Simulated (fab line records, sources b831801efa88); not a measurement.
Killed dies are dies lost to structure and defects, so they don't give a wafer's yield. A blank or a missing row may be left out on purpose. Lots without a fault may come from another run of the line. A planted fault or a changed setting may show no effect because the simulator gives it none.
fab line records | flow sky130
record lots=6 wafers=18 last_day=50
route steps=708 shown METAL1@446 VIA1@458 PAD_OPEN@708
lots that met no fault: from a run of the same line without faults
start_h: hours from the record's first day to the start of the lot's first wafer shown | wait_h: hours since the lot's step before | " the same as in the row above | L1.1+2: a row that stands for several wafers | - no value, or no start given | * or withheld: withheld | < > ~ a bound
route shown NAME@n: a module of which the file shows steps, and the number in the route of the first | usual: mean/standard deviation of fault-free wafers | same: alike in all rows | chamber/n: place in a boat | sites: the reading at each site | _std_site: their standard deviation | _edge_site: outer sites' mean less inner sites' | radius_mm: how far each site lies from the wafer's centre | mask NAME#n: copy n | behind: the tool/chamber that last shaped the wafer | hold: why the lot was held/for how many hours/how that ended | device: the transistor (n, p or np) that didn't switch | end of line: the same wafers' tests at the end of the route | a step without rows: its recipe alone | killed: dies lost to structure and defects at the first sort, not the wafer's yield | map: a wafer's dies, x killed, . not, _ none there
set.NAME: the setting as run; set.NAME@STEP: as run at that earlier step | model.NAME: the simulator's own value behind a step, which no gauge read
lots at some steps of the route; a table a step, a row a wafer
services: from which hour (start_h, from the record's first day; less than 0 if before it) a tool's chamber was out of use, for how many hours, and why
## steps
# step SKY_METAL1_EXPOSE_12
# recipe mask_id=MM1 na=0.8 source_shape=annular sigma_inner=0.55 sigma_outer=0.85 target_cd_nm=140 dose_mj=28
# step SKY_METAL1_PEB_13
# recipe peb_temp_c=withheld peb_time_s=withheld resist=KrF-thick
# step SKY_METAL1_DEVELOP_14
# recipe develop_time_s=60 resist=KrF-thick dev_temp_c=21
# step SKY_METAL1_CD_MEAS_15
# recipe target_cd_nm=140
# usual cd_nm=140.8/1.4
# columns lot.wafer tool chamber start_h wait_h cd_nm
L922.1 cd_sem-02 - 777.71 - 141.6
L922.3 " - " " 142.2
L922.6 " - " " 139.2
L924.1 cd_sem-02 - 797.10 - 141.4
L924.5 " - " " 140.5
L924.6 " - " " 140.4
L929.2 cd_sem-02 - 836.68 - 142.9
L929.5 " - " " 141.3
L929.6 " - " " 141.9
L936.3 cd_sem-02 - 880.95 - 138.8
L936.4 " - " " 139.2
L936.6 " - " " 137.0
L938.1 cd_sem-01 - 897.38 - 140.4
L938.4 " - " " 139.8
L938.5 " - " " 139.4
L941.1 cd_sem-02 - 925.66 - 141.4
L941.3 " - " " 141.0
L941.4 " - " " 139.8
# step SKY_METAL1_OVL_MEAS_16
# usual METAL1_OVL=-1/3.9
# columns lot.wafer tool chamber start_h wait_h METAL1_OVL[nm]
L922.1 overlay-01 - 777.83 0.1 -2
L922.3 " - " " -4
L922.6 " - " " -1
L924.1 overlay-01 - 797.22 0.1 -2
L924.5 " - " " 4
L924.6 " - " " -3
L929.2 overlay-02 - 836.79 0.1 -1
L929.5 " - " " 1
L929.6 " - " " 0
L936.3 overlay-01 - 881.04 0.1 6
L936.4 " - " " 8
L936.6 " - " " 6
L938.1 overlay-01 - 897.50 0.1 -6
L938.4 " - " " -7
L938.5 " - " " 3
L941.1 overlay-02 - 925.78 0.1 -2
L941.3 " - " " 0
L941.4 " - " " -1
# step SKY_METAL1_DESCUM_17
# recipe chemistry=O2 source_power_w=150 bias_power_w=0 pressure_mtorr=10 temp_c=40 time_s=8
# usual chamber_pressure_mTorr=10.000/0.009 drypump_motor_current_A=5.6/0.47 oes_product_au=0.997/0.011 rf_fwd_power_W=146.7/0.72
# same time_s=8
# columns lot.wafer tool chamber start_h wait_h chamber_pressure_mTorr drypump_motor_current_A oes_product_au rf_fwd_power_W rf_hours_counter_h
L922.1 rie_metal-02 1 777.87 0.0 9.996 6.3 1.004 146.4 8
L922.3 " 1 " " 10.003 6.3 1.021 146.6 -
L922.6 " 0 " " 9.998 5.2 0.994 146.6 -
L924.1 rie_metal-04 0 797.26 0.0 9.985 5.9 1.001 147.9 5
L924.5 " 1 " " 9.997 5.2 1.010 146.4 -
L924.6 " 0 " " 9.984 5.9 0.996 147.8 -
L929.2 rie_metal-02 0 836.82 0.0 9.984 5.2 0.986 145.7 4
L929.5 " 0 " " 10.017 5.2 0.980 146.5 -
L929.6 " 1 " " 10.003 6.3 1.001 146.5 -
L936.3 rie_metal-02 1 881.07 0.0 9.986 6.3 0.999 145.6 -
L936.4 " 0 " " 9.989 5.2 0.991 146.0 -
L936.6 " 1 " " 9.985 6.3 0.996 146.1 -
L938.1 rie_metal-02 1 897.54 0.0 9.988 6.3 0.994 146.3 13
L938.4 " 1 " " 9.995 6.3 0.998 145.6 -
L938.5 " 1 " " 9.992 6.3 1.002 145.1 -
L941.1 rie_metal-02 1 925.81 0.0 10.016 6.3 1.015 146.5 15
L941.3 " 0 " " 9.990 5.2 0.982 147.0 -
L941.4 " 1 " " 10.004 6.3 1.009 146.2 -
# step SKY_METAL1_ETCH_18
# recipe chemistry=N2/H2 target=BARC ion_energy_ev=200 bias_w=100 pressure_mtorr=30 n2_flow_sccm=100 h2_flow_sccm=200 icp_w=500 stop_on=SiO2 time_s=45.9 target_depth_a=600
# usual chamber_pressure_mTorr=30.002/0.03 drypump_motor_current_A=5.6/0.47 h2_flow_sccm=200.0/0.6 oes_product_au=0.855/0.005 rf_fwd_power_W=494.1/2.2 throttle_valve_pct=13.226/0.0089
# same time_s=45.9
# columns lot.wafer tool chamber start_h wait_h chamber_pressure_mTorr drypump_motor_current_A h2_flow_sccm oes_product_au rf_fwd_power_W rf_hours_counter_h throttle_valve_pct
L922.1 rie_metal-02 1 777.90 0.0 30.041 6.3 200.5 0.851 496.9 8 13.216
L922.3 " 1 " " 29.988 6.3 201.0 0.849 492.6 - 13.214
L922.6 " 0 " " 30.000 5.2 201.4 0.847 491.6 - 13.216
L924.1 rie_metal-04 0 797.29 0.0 30.002 5.9 201.0 0.861 495.7 5 13.233
L924.5 " 1 " " 29.970 5.2 200.1 0.854 494.8 - 13.234
L924.6 " 0 " " 29.970 5.9 199.3 0.851 495.3 - 13.225
L929.2 rie_metal-02 0 836.85 0.0 29.986 5.2 200.0 0.861 493.6 4 13.237
L929.5 " 0 " " 30.022 5.2 200.2 0.854 491.6 - 13.231
L929.6 " 1 " " 30.015 6.3 199.9 0.846 490.6 - 13.226
L936.3 rie_metal-02 1 881.11 0.0 29.983 6.3 200.5 0.862 490.4 - 13.226
L936.4 " 0 " " 29.945 5.2 199.9 0.853 492.9 - 13.224
L936.6 " 1 " " 29.950 6.3 199.8 0.864 491.1 - 13.226
L938.1 rie_metal-02 1 897.57 0.0 29.973 6.3 199.5 0.862 491.0 13 13.227
L938.4 " 1 " " 30.014 6.3 199.7 0.852 491.7 - 13.223
L938.5 " 1 " " 30.022 6.4 200.3 0.856 492.8 - 13.235
L941.1 rie_metal-02 1 925.84 0.0 30.015 6.3 199.8 0.851 490.7 15 13.240
L941.3 " 0 " " 30.072 5.2 200.1 0.857 495.5 - 13.213
L941.4 " 1 " " 29.943 6.3 199.2 0.857 489.8 - 13.225
# step SKY_METAL1_METAL_ETCH_19
# recipe target_depth_a=3600 stop_on=SiO2 over_etch_frac=0.3 time_s=78 chemistry=Cl2/BCl3 resist_sidewall_deg=88 pressure_mtorr=10 icp_w=900 bias_w=48.5 Cl2_flow_sccm=60 bcl3_flow_sccm=30
# usual chamber_pressure_mTorr=9.999/0.0099 drypump_motor_current_A=5.6/0.47 oes_product_au=0.854/0.0071 rf_fwd_power_W=893/3.7 throttle_valve_pct=22.263/0.0087
# same time_s=78
# columns lot.wafer tool chamber start_h wait_h chamber_pressure_mTorr drypump_motor_current_A oes_product_au rf_fwd_power_W rf_hours_counter_h throttle_valve_pct
L922.1 rie_metal-02 1 777.96 0.0 10.006 6.4 0.846 893 8 22.261
L922.3 " 1 " " 10.002 6.3 0.847 887 - 22.276
L922.6 " 0 " " 10.003 5.2 0.845 890 - 22.265
L924.1 rie_metal-04 0 797.35 0.0 10.003 5.9 0.866 900 5 22.255
L924.5 " 1 " " 10.000 5.2 0.859 899 - 22.259
L924.6 " 0 " " 9.996 5.9 0.841 901 - 22.262
L929.2 rie_metal-02 0 836.91 0.0 9.996 5.2 0.839 889 4 22.261
L929.5 " 0 " " 9.996 5.2 0.868 891 - 22.254
L929.6 " 1 " " 9.995 6.3 0.847 887 - 22.274
L936.3 rie_metal-02 1 881.19 0.1 10.000 6.3 0.846 895 - 22.263
L936.4 " 0 " " 9.993 5.2 0.852 886 - 22.263
L936.6 " 1 " " 9.997 6.4 0.854 889 - 22.262
L938.1 rie_metal-02 1 897.63 0.0 9.992 6.3 0.861 883 13 22.260
L938.4 " 1 " " 10.007 6.3 0.853 888 - 22.257
L938.5 " 1 " " 9.984 6.3 0.850 891 - 22.272
L941.1 rie_metal-02 1 925.91 0.0 10.018 6.3 0.847 889 15 22.246
L941.3 " 0 " " 9.991 5.2 0.856 892 - 22.253
L941.4 " 1 " " 9.997 6.3 0.845 887 - 22.265
# step SKY_METAL1_STRIP_20
# recipe chemistry=O2/N2 power_w=1400 pressure_mtorr=1500 platen_temp_c=withheld o2_flow_sccm=3000 n2_flow_sccm=300 overash_fraction=0.5
# usual chamber_pressure_mTorr=1500.1/1.4 drypump_motor_current_A=5.6/0.5 oes_product_au=0.344/0.0048 strip_time_to_endpoint_s=2.72/0.051
# columns lot.wafer tool chamber start_h wait_h chamber_pressure_mTorr drypump_motor_current_A oes_product_au rf_hours_counter_h strip_time_to_endpoint_s
L922.1 plasma_asher-02 0 778.05 0.1 1498.7 5.7 0.346 3 2.62
L922.3 " 1 " " 1499.8 5.4 0.336 - 2.63
L922.6 " 1 " " 1497.9 5.4 0.343 - 2.74
L924.1 plasma_asher-02 0 797.44 0.1 1500.6 5.7 0.344 5 2.76
L924.5 " 0 " " 1500.2 5.7 0.347 - 2.68
L924.6 " 1 " " 1499.1 5.4 0.342 - 2.72
L929.2 plasma_asher-04 1 837.00 0.1 1498.7 5.2 0.342 95 2.73
L929.5 " 1 " " 1501.9 5.2 0.353 - 2.73
L929.6 " 0 " " 1499.1 5.2 0.338 - 2.63
L936.3 plasma_asher-03 1 881.28 0.1 1500.8 6.7 0.347 - 2.69
L936.4 " 0 " " 1500.7 5.9 0.344 - 2.77
L936.6 " 1 " " 1500.4 6.7 0.343 - 2.66
L938.1 plasma_asher-04 1 897.72 0.1 1502.0 5.2 0.342 101 2.70
L938.4 " 0 " " 1500.0 5.2 0.336 - 2.72
L938.5 " 1 " " 1500.4 5.2 0.347 - 2.71
L941.1 plasma_asher-04 0 926.00 0.1 1498.2 5.2 0.346 104 2.66
L941.3 " 0 " " 1498.7 5.2 0.347 - 2.81
L941.4 " 1 " " 1499.3 5.2 0.331 - 2.65
# step SKY_METAL1_STRIP_21
# recipe chemistry=post_etch_residue_remover time_s=1200 temp_c=72.5
# step SKY_METAL1_CLEAN_22
# recipe chemistry=IPA time_s=180 temp_c=25
# step SKY_METAL1_CLEAN_23
# recipe chemistry=O3/DIW dry=n2_spin
# step SKY_VIA1_HDPCVD_00
# recipe material=SiO2 target_thk_nm=1030 sigma_open_frac=0.3 time_s=171.7 temp_c=400 sih4_flow_sccm=60 pressure_mtorr=6
# usual sih4_flow_sccm=59.97/0.2
# same time_s=171.7
# columns lot.wafer tool chamber start_h wait_h sih4_flow_sccm model.SiO2_of_VIA1_HDPCVD_00.thk_nm
L922.1 hdpcvd-01 0 778.70 0.0 60.01 1018
L922.3 " 2 " " 59.92 1022
L922.6 " 0 " " 60.05 1020
L924.1 hdpcvd-02 1 798.07 0.0 59.95 1021
L924.5 " 2 " " 60.01 1041
L924.6 " 0 " " 60.02 1017
L929.2 hdpcvd-01 0 837.61 0.0 59.82 1021
L929.5 " 0 " " 59.89 1006
L929.6 " 1 " " 59.88 1022
L936.3 hdpcvd-02 0 881.87 0.0 47.73 817.3
L936.4 " 1 " " 47.96 824.6
L936.6 " 0 " " 47.84 821.1
L938.1 hdpcvd-02 2 898.34 0.0 47.90 844.3
L938.4 " 0 " " 47.85 839
L938.5 " 2 " " 47.85 839.3
L941.1 hdpcvd-01 1 926.59 0.0 59.85 1023
L941.3 " 0 " " 60.14 1010
L941.4 " 1 " " 60.18 1012
# step SKY_VIA1_THK_MEAS_01
# recipe reads=SiO2_of_VIA1_HDPCVD_00
# usual VIA1_HDPCVD_THK=1029/12
# columns lot.wafer tool chamber start_h wait_h VIA1_HDPCVD_THK[nm]
L922.1 film_metro-01 - 778.82 0.1 1017
L922.3 " - " " 1022
L922.6 " - " " 1019
L924.1 film_metro-03 - 798.18 0.1 1021
L924.5 " - " " 1040
L924.6 " - " " 1017
L929.2 film_metro-01 - 837.73 0.1 1022
L929.5 " - " " 1006
L929.6 " - " " 1022
L936.3 film_metro-01 - 882.00 0.1 817
L936.4 " - " " 824
L936.6 " - " " 821
L938.1 film_metro-02 - 898.46 0.1 845
L938.4 " - " " 839
L938.5 " - " " 839
L941.1 film_metro-03 - 926.70 0.1 1024
L941.3 " - " " 1010
L941.4 " - " " 1012
# step SKY_VIA1_CMP_02
# recipe material=SiO2 down_force_psi=4 platen_rpm=60 pad_velocity_m_s=0.94248
# usual motor_current_A=12.1/0.74
# columns lot.wafer tool chamber start_h wait_h motor_current_A
L922.1 cmp-02 2 778.98 0.1 11.8
L922.3 " 3 " " 11.1
L922.6 " 1 " " 11.1
L924.1 cmp-01 2 798.29 0.1 12.6
L924.5 " 1 " " 12.3
L924.6 " 2 " " 12.5
L929.2 cmp-02 3 837.83 0.1 11.0
L929.5 " 2 " " 11.6
L929.6 " 3 " " 10.8
L936.4 cmp-01 1 882.04 0.0 13.2
L936.3 " 2 " " 11.6
L936.6 " 1 " " 12.7
L938.4 cmp-01 0 898.57 0.1 13.5
L938.1 " 2 " " 11.8
L938.5 " 0 " " 12.8
L941.4 cmp-01 0 926.76 0.0 13.2
L941.1 " 2 " " 11.6
L941.3 " 3 " " 11.9
# step SKY_PAD_OPEN_PROBE_99
# usual defect_limited_yield=82.2/2 killed_at_M0_to_M3=45/7.2 killed_at_M4_up=3.0/1.8 killed_at_contacts=25/6.1 killed_at_front_end=14/4.4 killed_at_other=0.2/0.44 killed_dies=88/10 killed_open=48/7.4 killed_short=40/6.3 sort_bin_3_pad_short=0.9/0.41 sort_bin_5_function=10.6/1.5 sort_bin_6_memory=6.4/1.2 sort_n_pass=404/10 sort_yield_pct=82.2/2
# same gross_dies=492 killed_at_back_side=0 sort_bin_4_leakage[%]=0 sort_bin_8_speed[%]=0
# columns lot.wafer tool chamber start_h wait_h defect_limited_yield[%] killed_at_M0_to_M3 killed_at_M4_up killed_at_contacts killed_at_front_end killed_at_other killed_dies killed_open killed_short sort_bin_3_pad_short[%] sort_bin_5_function[%] sort_bin_6_memory[%] sort_n_pass sort_yield_pct[%]
L922.1 prober-01 - 1088.32 0.1 81.9 58 3 21 7 0 89 46 43 1.0 10.8 6.3 403 81.9
L922.3 prober-01 - 1088.42 0.2 83.3 51 0 24 7 0 82 37 45 0.4 8.9 7.3 410 83.3
L922.6 prober-01 - 1088.57 0.2 79.3 56 6 26 12 2 102 50 52 1.8 10.8 8.1 390 79.3
L929.2 prober-02 - 1133.30 0.1 83.1 42 2 21 18 0 83 49 34 0.6 11.0 5.3 409 83.1
L929.5 prober-02 - 1133.45 0.2 83.1 37 2 32 11 1 83 40 43 1.6 9.8 5.5 409 83.1
L929.6 prober-02 - 1133.50 0.2 80.7 58 2 24 11 0 95 51 44 0.4 13.4 5.5 397 80.7
# killed by level:class
L922.1 VIA1:geometric_particle:open=12 METAL2:geometric_particle:short=9 CONTACT:geometric_particle:open=8 VIA2:geometric_particle:open=8 VIA3:geometric_particle:open=7 VIA1:geometric_particle:short=6 VIA2:geometric_particle:short=6 LI_CONTACT:geometric_particle:open=4
L922.3 METAL2:geometric_particle:short=10 VIA1:geometric_particle:open=9 CONTACT:geometric_particle:open=8 LI_CONTACT:geometric_particle:open=7 VIA1:geometric_particle:short=7 METAL1:geometric_particle:short=6 VIA2:geometric_particle:open=5 CONTACT:geometric_particle:short=4
L922.6 VIA1:geometric_particle:open=14 VIA1:geometric_particle:short=10 CONTACT:geometric_particle:open=9 VIA3:geometric_particle:open=8 LOCAL_INTERCONNECT:geometric_particle:short=6 VIA2:geometric_particle:open=6 METAL1:geometric_particle:short=5 CONTACT:geometric_particle:short=5
L929.2 VIA3:geometric_particle:open=11 CONTACT:geometric_particle:open=8 VIA1:geometric_particle:open=8 POLY_GATE:geometric_particle:open=6 CONTACT:geometric_particle:short=6 METAL1:geometric_particle:short=6 FIELD_ISO:geometric_particle:short=5 VIA2:geometric_particle:open=5
L929.5 CONTACT:geometric_particle:open=11 METAL1:geometric_particle:short=9 CONTACT:geometric_particle:short=8 LI_CONTACT:geometric_particle:open=5 VIA1:geometric_particle:open=5 VIA2:geometric_particle:open=5 VIA3:geometric_particle:open=5 LI_CONTACT:geometric_particle:short=4
L929.6 VIA2:geometric_particle:open=11 VIA1:geometric_particle:open=9 VIA3:geometric_particle:open=9 CONTACT:geometric_particle:short=7 VIA1:geometric_particle:short=7 LI_CONTACT:geometric_particle:open=6 METAL3:geometric_particle:short=6 CONTACT:geometric_particle:open=5
## services
# columns tool chamber start_h hours kind
cmp-02 - 757.66 2.5 repair
hdpcvd-01 - 777.58 0.9 repair
cmp-02 - 802.76 1.7 repair
cmp-01 - 808.03 2.9 repair
plasma_asher-02 - 812.97 2.8 pm
cmp-02 - 828.17 1.4 repair
cmp-02 - 851.60 0.7 repair
cmp-02 - 858.47 3.0 repair
cmp-01 - 864.11 2.9 repair
plasma_asher-03 - 887.78 2.8 pm
cmp-02 - 892.93 1.1 repair
plasma_asher-03 - 896.73 1.9 repair
cmp-01 - 904.66 3.7 repair
cmp-02 - 908.36 23.6 pm
## key
first_sign step=SKY_VIA1_HDPCVD_00 reading=sih4_flow_sccm direction=down sigmas=62 usual=59.97 struck=47.85
effect step=SKY_VIA1_THK_MEAS_01 reading=VIA1_HDPCVD_THK direction=down sigmas=17 usual=1029 struck=831
model_effect step=SKY_VIA1_HDPCVD_00 value=SiO2_of_VIA1_HDPCVD_00.thk_nm without=1037 struck=830.9
met_at SKY_VIA1_HDPCVD_00
struck_wafers L936.3,L936.4,L936.6,L938.1,L938.4,L938.5
onset_between 798.07 881.87
fault kind=process_parameter_drift tool=hdpcvd-02 chamber=- onset_h=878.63 steps=SKY_VIA1_HDPCVD_00 channel=sih4_flow_sccm offset=-12 shape=step end_h=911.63 acts_in=these_recipes_only stated=60
